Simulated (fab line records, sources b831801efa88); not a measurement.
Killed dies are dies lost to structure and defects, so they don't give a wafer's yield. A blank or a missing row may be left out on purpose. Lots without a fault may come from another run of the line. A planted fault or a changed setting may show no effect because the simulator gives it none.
Problem report in the 8D (eight disciplines) form, filled by code | flow gf180mcu | the parts of the form that need people (team, actions taken, sign-off) are left out

1. THE PROBLEM
PSD_TW at GF_PSD_TW_MEAS_11 reads a mean of 30 on 3 wafers of 1 lot; wafers without a fault read 3180 with a standard deviation of 33. That is -95 standard deviations from the usual mean.
First seen on wafer L706.2, day 16 20:00, on film_metro-04. The record holds 33 wafers of 11 lots with a number at this step. Rule for "out", or "out of limits": more than 4 standard deviations from the usual mean. The other wafers with a number count as sound.

2. WHAT IT IS AND WHAT IT IS NOT
question                    | is                     | is not
which readings at this step | PSD_TW                 | -
which lots                  | L706                   | L700, L702, L713, L715, L716, L717, L718, L719, L720, L721
which wafers of those lots  | all that have a number | -
read on which gauges        | film_metro-04          | film_metro-01, film_metro-02
when                        | from day 16 20:00      | up to then (6 sound wafers); but 24 sound wafers of L713, L715, L716, L717, L718, L719, L720, L721 came after

3. SUSPECTS, AND WHAT RULES EACH OUT
Counting: a tool at a process step up to the reading stays a suspect if it ran every lot that is out and no sound lot after the first of them.
- the gauge at GF_PSD_TW_MEAS_11: ruled out. All the wafers that are out were read on film_metro-04, but those of them that GF_PSD_STRIP_10 has rows for are out there too, on other tools.
- plasma_asher-01 at GF_NSD_STRIP_11 (strips in O2/N2): ruled out as a lasting fault. Sound lots L715, L719, L720 ran on it after its first lot that is out, L706 (day 15 21:18).
- plasma_asher-03 at GF_PSD_STRIP_10 (strips in O2/N2): ruled out as a lasting fault. Sound lots L717, L718 ran on it after its first lot that is out, L706 (day 16 19:53).
Left after counting: nothing in the record.

4. THE CAUSE (what the simulator had put in)
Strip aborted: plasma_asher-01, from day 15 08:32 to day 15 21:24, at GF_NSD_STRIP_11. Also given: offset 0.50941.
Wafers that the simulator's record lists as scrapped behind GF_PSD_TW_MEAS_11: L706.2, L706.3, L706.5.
Counting ruled it out, wrongly: the rule takes a fault to strike every lot that its tool runs from its start on, and this one did not.

5. THE CHAIN OF EFFECTS, in route order
Each row: a reading whose mean over the struck wafers that have a number lies more than 3 standard deviations from the usual. Only readings for which the record gives a usual standard deviation are gone through. hours: the time from each lot's start at the first step in this table that gives one to its start at this step, as a median over the lots. sigmas: the change in usual standard deviations.
hours | step              | reading                  | usual      | on struck wafers | change | sigmas
0     | GF_PSD_STRIP_10   | oes_product_au           | 0.592 a.u. | 0.628            | +0.036 | +7.6
0     | GF_PSD_STRIP_10   | strip_time_to_endpoint_s | 16.53 s    | 22.57            | +6.04  | +99 or more
0     | GF_PSD_TW_MEAS_11 | PSD_TW                   | 3180       | 30               | -3150  | -95
The process steps in it:
- GF_PSD_STRIP_10: strips in O2/N2.
Readings that are blank on the struck wafers while sound wafers have them: strip_time_to_endpoint_s at GF_NSD_STRIP_11.

6. WHAT WOULD HAVE CAUGHT IT SOONER
In this record the first reading out of limits at a measuring or inspecting step was taken at day 16 20:00, 35 hours after the fault began at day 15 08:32.
